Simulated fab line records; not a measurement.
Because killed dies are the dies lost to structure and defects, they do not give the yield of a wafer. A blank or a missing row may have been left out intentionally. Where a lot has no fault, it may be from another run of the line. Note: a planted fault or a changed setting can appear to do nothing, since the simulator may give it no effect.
Which tool did it? -- flow sky130 -- 18 wafers sampled from 6 lots at 1 step of a route of 708

## WHAT THE GAUGES SHOWED, per wafer
SKY_VT_ADJUST_HVTP_CD_MEAS_07: the cd target is 380 nm.
lot,measured,on,cd_nm (nm)
L472,day 6 11:28,cd_sem-02,377.4 378.4 378.0
L475,day 7 04:47,cd_sem-02,376.7 378.7 378.6
L477,day 7 12:58,cd_sem-02,380.3 376.0 379.7
L480,day 8 10:08,cd_sem-01,372.7 374.7 374.3
L486,day 9 23:47,cd_sem-01,374.8 376.2 376.4
L494,day 12 01:09,cd_sem-01,375.8 373.0 377.9

## WHICH TOOL RAN EACH LOT (tool, then ch and the chambers of the sampled wafers, then the start)
The record holds no process step before these readings.

## THE ANSWER, worked out from the rows above alone
Rule: the lots themselves supply what counts as usual. Put in order of their means at a reading, lots are off if they are a third of the lots or fewer, leave a main group of 4 or more, and stand apart from it by a gap of 3 or more times the standard deviation of the main group's means; of several such gaps the widest counts. If all means in a main group match to the digits the tables above print for the reading, that group is not used. Also off: a lot with no number at a reading for which 4 or more lots have one. The other lots that the step has rows for count as sound.
Across all readings shown, no lot is off: no conclusion can be drawn from this.

## WHAT THE SIMULATOR HAD INSERTED
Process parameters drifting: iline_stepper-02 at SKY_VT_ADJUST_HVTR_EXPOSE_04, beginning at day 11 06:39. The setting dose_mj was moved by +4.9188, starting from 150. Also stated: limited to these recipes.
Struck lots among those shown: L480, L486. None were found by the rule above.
